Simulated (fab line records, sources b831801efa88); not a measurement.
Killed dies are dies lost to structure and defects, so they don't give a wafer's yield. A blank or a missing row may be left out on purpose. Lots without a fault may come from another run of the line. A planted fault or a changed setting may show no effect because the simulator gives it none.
Which tool did it? | flow gf180mcu | 24 lots, 72 wafers sampled, at 6 steps of a route of 602

WHAT THE GAUGES READ, wafer by wafer
GF_V5_THK_MEAS_25: measures by xrf.
lot  | measured     | on            | V5_W_THK (nm)
L074 | day 27 11:44 | film_metro-01 | 363 369 371
L075 | day 27 12:06 | film_metro-03 | 358 362 363
L076 | day 27 20:26 | film_metro-01 | 366 368 370
L077 | day 28 04:16 | film_metro-03 | 359 358 360
L078 | day 28 12:31 | film_metro-02 | 354 353 349
L080 | day 29 07:16 | film_metro-03 | 357 369 356
L079 | day 29 08:17 | film_metro-03 | 366 365 353
L081 | day 29 15:08 | film_metro-03 | 370 374 370
L082 | day 29 17:59 | film_metro-02 | 350 358 354
L083 | day 30 08:15 | film_metro-02 | 355 353 356
L084 | day 30 13:20 | film_metro-03 | 360 358 365
L085 | day 30 20:51 | film_metro-03 | 359 359 361
L086 | day 31 03:18 | film_metro-02 | 359 355 361
L087 | day 31 11:17 | film_metro-02 | 356 353 358
L088 | day 31 12:31 | film_metro-03 | 360 367 368
L089 | day 32 00:03 | film_metro-01 | 360 362 356
L090 | day 32 09:33 | film_metro-03 | 370 364 358
L091 | day 32 14:20 | film_metro-03 | 361 362 367
L092 | day 32 19:01 | film_metro-02 | 360 355 359
L094 | day 32 22:08 | film_metro-03 | 366 370 363
L093 | day 33 02:58 | film_metro-03 | 368 366 368
L095 | day 33 06:25 | film_metro-03 | 364 361 370
L096 | day 33 15:17 | film_metro-02 | 362 355 365
L097 | day 33 17:08 | film_metro-03 | 367 364 365

GF_TOP_METAL_CD_MEAS_14: target cd 440 nm.
lot  | measured     | on        | cd_nm (nm)
L074 | day 28 08:22 | cd_sem-02 | 441.5 443.9 439.1
L075 | day 28 08:47 | cd_sem-01 | 442.9 439.9 437.0
L076 | day 28 16:40 | cd_sem-01 | 445.2 445.7 445.9
L077 | day 29 00:19 | cd_sem-01 | 439.4 438.2 438.8
L078 | day 29 07:52 | cd_sem-02 | 437.9 437.9 437.1
L080 | day 30 02:58 | cd_sem-01 | 441.9 440.6 440.5
L079 | day 30 03:15 | cd_sem-01 | 439.6 439.1 441.7
L081 | day 30 10:26 | cd_sem-01 | 437.4 441.4 440.0
L082 | day 30 12:48 | cd_sem-01 | 440.8 440.4 439.3
L083 | day 31 03:02 | cd_sem-01 | 439.2 438.4 439.2
L084 | day 31 07:31 | cd_sem-01 | 441.7 444.1 442.2
L085 | day 31 15:26 | cd_sem-01 | 439.1 439.1 439.9
L086 | day 31 21:14 | cd_sem-02 | 440.0 441.1 441.2
L087 | day 32 05:01 | cd_sem-02 | 438.4 439.1 440.7
L088 | day 32 06:36 | cd_sem-01 | 441.1 442.8 441.3
L089 | day 32 17:31 | cd_sem-02 | 440.9 442.1 440.5
L090 | day 33 02:39 | cd_sem-01 | 435.9 437.4 438.2
L091 | day 33 07:17 | cd_sem-02 | 437.6 439.3 438.1
L092 | day 33 11:30 | cd_sem-02 | 438.8 436.7 438.4
L094 | day 33 15:06 | cd_sem-02 | 434.7 437.0 435.8
L093 | day 33 19:05 | cd_sem-01 | 440.7 441.5 442.5
L095 | day 33 22:37 | cd_sem-01 | 437.4 437.1 436.4
L096 | day 34 07:38 | cd_sem-01 | 439.6 440.9 437.2
L097 | day 34 09:13 | cd_sem-01 | 441.5 439.0 438.6

GF_PASSIVATION_THK_MEAS_01.
lot  | measured     | on            | PASSIVATION_CVD_00_THK (nm)
L074 | day 28 09:19 | film_metro-02 | 989 1003 1021
L075 | day 28 09:44 | film_metro-04 | 1005 982 1019
L076 | day 28 18:02 | film_metro-04 | 1001 1026 992
L077 | day 29 01:17 | film_metro-02 | 1003 1006 1006
L078 | day 29 08:49 | film_metro-01 | 996 1009 1017
L080 | day 30 03:57 | film_metro-04 | 1010 998 1021
L079 | day 30 04:13 | film_metro-04 | 1014 1026 1009
L081 | day 30 11:22 | film_metro-01 | 982 1010 1002
L082 | day 30 13:46 | film_metro-01 | 1003 992 1022
L083 | day 31 04:11 | film_metro-02 | 999 987 1028
L084 | day 31 08:28 | film_metro-01 | 1001 1006 1024
L085 | day 31 16:40 | film_metro-02 | 984 999 1011
L086 | day 31 22:13 | film_metro-01 | 1003 1002 1014
L087 | day 32 06:10 | film_metro-04 | 999 1025 1018
L088 | day 32 07:47 | film_metro-02 | 989 1008 1000
L089 | day 32 18:40 | film_metro-01 | 997 1021 1005
L090 | day 33 03:47 | film_metro-04 | 987 997 1000
L091 | day 33 08:15 | film_metro-04 | 1008 1026 1011
L092 | day 33 12:26 | film_metro-04 | 989 1015 1007
L094 | day 33 16:03 | film_metro-02 | 991 1008 1016
L093 | day 33 20:05 | film_metro-02 | 996 999 1009
L095 | day 33 23:35 | film_metro-02 | 993 991 989
L096 | day 34 08:38 | film_metro-01 | 985 1002 1021
L097 | day 34 10:11 | film_metro-04 | 994 1026 1011

WHICH TOOL RAN EACH LOT (tool, then ch and the chambers of the sampled wafers, then the start)
lot  | GF_M5_STRIP_11                       | GF_V5_ETCH_16                      | GF_TOP_METAL_SPUTTER_02
L074 | plasma_asher-04 ch 1, day 26 13:04   | rie_diel-03 ch 1,2, day 27 10:43   | pvd_sputter-03, day 27 12:13
L075 | plasma_asher-04 ch 0,1, day 26 13:46 | rie_diel-04 ch 0,2,3, day 27 11:04 | pvd_sputter-01, day 27 12:35
L076 | plasma_asher-04 ch 0,1, day 26 21:48 | rie_diel-03 ch 0,2, day 27 19:22   | pvd_sputter-01, day 27 20:55
L077 | plasma_asher-03 ch 0,1, day 27 06:13 | rie_diel-03 ch 0,3, day 28 03:13   | pvd_sputter-04, day 28 04:44
L078 | plasma_asher-02 ch 1, day 27 14:13   | rie_diel-03 ch 0,1,3, day 28 11:29 | pvd_sputter-01, day 28 12:59
L080 | plasma_asher-03 ch 0,1, day 28 09:28 | rie_diel-02 ch 0,1,3, day 29 06:13 | pvd_sputter-04, day 29 07:44
L079 | plasma_asher-02 ch 0,1, day 28 10:58 | rie_diel-04 ch 1,2, day 29 07:14   | pvd_sputter-04, day 29 08:46
L081 | plasma_asher-02 ch 0,1, day 28 17:14 | rie_diel-04 ch 0,1,2, day 29 14:04 | pvd_sputter-04, day 29 15:37
L082 | plasma_asher-02 ch 0,1, day 28 20:43 | rie_diel-02 ch 0,1,3, day 29 16:55 | pvd_sputter-04, day 29 18:28
L083 | plasma_asher-03 ch 0, day 29 11:46   | rie_diel-04 ch 0,1, day 30 07:11   | pvd_sputter-04, day 30 08:44
L084 | plasma_asher-03 ch 0,1, day 29 17:00 | rie_diel-04 ch 0,1, day 30 12:16   | pvd_sputter-01, day 30 14:06
L085 | plasma_asher-04 ch 0,1, day 29 23:52 | rie_diel-03 ch 1,3, day 30 19:44   | pvd_sputter-04, day 30 21:20
L086 | plasma_asher-03 ch 0,1, day 30 06:43 | rie_diel-03 ch 1,2,3, day 31 02:16 | pvd_sputter-01, day 31 03:47
L087 | plasma_asher-03 ch 0,1, day 30 15:07 | rie_diel-02 ch 0,1, day 31 09:55   | pvd_sputter-04, day 31 11:46
L088 | plasma_asher-04 ch 0,1, day 30 16:52 | rie_diel-03 ch 1,3, day 31 11:28   | pvd_sputter-03, day 31 12:59
L089 | plasma_asher-04 ch 0,1, day 31 04:10 | rie_diel-03 ch 0,3, day 31 22:41   | pvd_sputter-03, day 32 00:46
L090 | plasma_asher-02 ch 0,1, day 31 14:08 | rie_diel-04 ch 1,2, day 32 08:25   | pvd_sputter-03, day 32 10:05
L091 | plasma_asher-02 ch 0,1, day 31 18:50 | rie_diel-02 ch 1,2,3, day 32 13:05 | pvd_sputter-04, day 32 14:48
L092 | plasma_asher-02 ch 0,1, day 31 23:31 | rie_diel-02 ch 0,2,3, day 32 17:52 | pvd_sputter-01, day 32 19:29
L094 | plasma_asher-02 ch 0,1, day 32 03:21 | rie_diel-04 ch 0,1, day 32 21:07   | pvd_sputter-04, day 32 22:37
L093 | plasma_asher-03 ch 0,1, day 32 08:09 | rie_diel-02 ch 0,1,3, day 33 01:50 | pvd_sputter-01, day 33 03:27
L095 | plasma_asher-02 ch 0,1, day 32 11:49 | rie_diel-02 ch 1,2,3, day 33 05:23 | pvd_sputter-04, day 33 06:54
L096 | plasma_asher-02 ch 0,1, day 32 20:36 | rie_diel-04 ch 0,1, day 33 14:16   | pvd_sputter-03, day 33 15:46
L097 | plasma_asher-03 ch 0,1, day 32 22:58 | rie_diel-04 ch 0,1,2, day 33 15:58 | pvd_sputter-04, day 33 17:38
- GF_M5_STRIP_11: strips in O2/N2.
- GF_V5_ETCH_16: etches BARC in N2/H2.
- GF_TOP_METAL_SPUTTER_02: material AlCu, target thk 900 nm, time 47.82 s.

WHAT THE TOOLS THEMSELVES READ (means of the sampled wafers that have a number; where no wafer has one, the mark that the record gives instead)
GF_M5_STRIP_11.
lot  | tool            | drypump_motor_current_A (A) | heater_power_w (W) | oes_product_au (a.u.) | strip_time_to_endpoint_s (s)
L074 | plasma_asher-04 | 6.2                         | 426                | 0.521                 | 7.02
L075 | plasma_asher-04 | 5.8                         | 415                | 0.521                 | 6.99
L076 | plasma_asher-04 | 5.8                         | 408                | 0.521                 | 7.08
L077 | plasma_asher-03 | 5.5                         | 329                | 0.518                 | 7.01
L078 | plasma_asher-02 | 5.1                         | 341                | 0.523                 | 7.08
L080 | plasma_asher-03 | 5.1                         | 317                | 0.523                 | 7.02
L079 | plasma_asher-02 | 5.8                         | 374                | 0.519                 | 7.03
L081 | plasma_asher-02 | 5.4                         | 358                | 0.522                 | 7.02
L082 | plasma_asher-02 | 5.8                         | 379                | 0.522                 | 7.06
L083 | plasma_asher-03 | 5.9                         | 334                | 0.521                 | 7.04
L084 | plasma_asher-03 | 5.1                         | 320                | 0.524                 | 7.00
L085 | plasma_asher-04 | 5.3                         | 396                | 0.524                 | 6.96
L086 | plasma_asher-03 | 5.6                         | 324                | 0.524                 | 7.00
L087 | plasma_asher-03 | 5.5                         | 322                | 0.524                 | 7.06
L088 | plasma_asher-04 | 5.3                         | 399                | 0.526                 | 7.10
L089 | plasma_asher-04 | 5.8                         | 405                | 0.523                 | 6.94
L090 | plasma_asher-02 | 5.4                         | 354                | 0.521                 | 6.99
L091 | plasma_asher-02 | 5.8                         | 373                | 0.527                 | 7.06
L092 | plasma_asher-02 | 5.7                         | 374                | 0.525                 | 7.06
L094 | plasma_asher-02 | 5.4                         | 362                | 0.524                 | 7.02
L093 | plasma_asher-03 | 5.5                         | 329                | 0.522                 | 7.08
L095 | plasma_asher-02 | 5.7                         | 380                | 0.525                 | 7.07
L096 | plasma_asher-02 | 5.5                         | 362                | 0.520                 | 7.06
L097 | plasma_asher-03 | 5.5                         | 327                | 0.524                 | 7.05

GF_V5_ETCH_16.
lot  | tool        | drypump_motor_current_A (A) | oes_product_au (a.u.) | rf_fwd_power_W (W) | throttle_valve_pct (%)
L074 | rie_diel-03 | 5.9                         | 0.858                 | 495.2              | 13.226
L075 | rie_diel-04 | 5.9                         | 0.852                 | 493.8              | 13.226
L076 | rie_diel-03 | 5.7                         | 0.856                 | 495.7              | 13.222
L077 | rie_diel-03 | 5.8                         | 0.858                 | 495.2              | 13.230
L078 | rie_diel-03 | 6.0                         | 0.851                 | 495.2              | 13.227
L080 | rie_diel-02 | 6.0                         | 0.855                 | 496.1              | 13.224
L079 | rie_diel-04 | 5.9                         | 0.854                 | 495.5              | 13.220
L081 | rie_diel-04 | 6.0                         | 0.858                 | 493.8              | 13.230
L082 | rie_diel-02 | 6.0                         | 0.855                 | 496.8              | 13.229
L083 | rie_diel-04 | 5.9                         | 0.856                 | 493.8              | 13.228
L084 | rie_diel-04 | 5.9                         | 0.853                 | 493.6              | 13.233
L085 | rie_diel-03 | 5.9                         | 0.857                 | 491.8              | 13.224
L086 | rie_diel-03 | 5.7                         | 0.853                 | 495.3              | 13.225
L087 | rie_diel-02 | 5.9                         | 0.857                 | 495.9              | 13.225
L088 | rie_diel-03 | 6.1                         | 0.857                 | 495.0              | 13.231
L089 | rie_diel-03 | 5.8                         | 0.853                 | 492.9              | 13.221
L090 | rie_diel-04 | 5.9                         | 0.853                 | 494.8              | 13.220
L091 | rie_diel-02 | 5.9                         | 0.858                 | 495.7              | 13.224
L092 | rie_diel-02 | 6.0                         | 0.852                 | 497.5              | 13.226
L094 | rie_diel-04 | 5.9                         | 0.853                 | 493.5              | 13.218
L093 | rie_diel-02 | 6.0                         | 0.859                 | 496.0              | 13.220
L095 | rie_diel-02 | 5.9                         | 0.856                 | 496.6              | 13.213
L096 | rie_diel-04 | 5.9                         | 0.855                 | 491.9              | 13.224
L097 | rie_diel-04 | 6.0                         | 0.858                 | 495.3              | 13.216

GF_TOP_METAL_SPUTTER_02.
lot  | tool           | throttle_valve_pct (%)
L074 | pvd_sputter-03 | 29.9
L075 | pvd_sputter-01 | 30.6
L076 | pvd_sputter-01 | 30.6
L077 | pvd_sputter-04 | 30.7
L078 | pvd_sputter-01 | 31.4
L080 | pvd_sputter-04 | 31.1
L079 | pvd_sputter-04 | 30.8
L081 | pvd_sputter-04 | 31.0
L082 | pvd_sputter-04 | 30.7
L083 | pvd_sputter-04 | 30.9
L084 | pvd_sputter-01 | 31.3
L085 | pvd_sputter-04 | 30.9
L086 | pvd_sputter-01 | 31.9
L087 | pvd_sputter-04 | 30.8
L088 | pvd_sputter-03 | 30.0
L089 | pvd_sputter-03 | 30.1
L090 | pvd_sputter-03 | 31.1
L091 | pvd_sputter-04 | 31.1
L092 | pvd_sputter-01 | 31.4
L094 | pvd_sputter-04 | 30.9
L093 | pvd_sputter-01 | 30.8
L095 | pvd_sputter-04 | 30.9
L096 | pvd_sputter-03 | 30.4
L097 | pvd_sputter-04 | 30.8

THE ANSWER, worked out from the rows above alone
Rule: what is usual is taken from the lots themselves. Put in order of their means at a reading, lots are off if they are a third of the lots or fewer, leave a main group of 4 or more, and stand apart from it by a gap of 3 or more times the standard deviation of the main group's means; of several such gaps the widest counts. A main group whose means are all the same, to the digits that the tables above print for the reading, isn't used. A lot without any number at a reading at which 4 lots or more have one is off too. The other lots that the step has rows for count as sound. The gauges are gone through in route order, then the tools' own readings, and for those a lot's mean is taken as printed above. The first step at which some lot is off is used, and at that step the reading that is off furthest; a lot without a number counts as furthest.
No lot is off at any reading shown: from this, nothing can be told.

WHAT THE SIMULATOR HAD PUT IN
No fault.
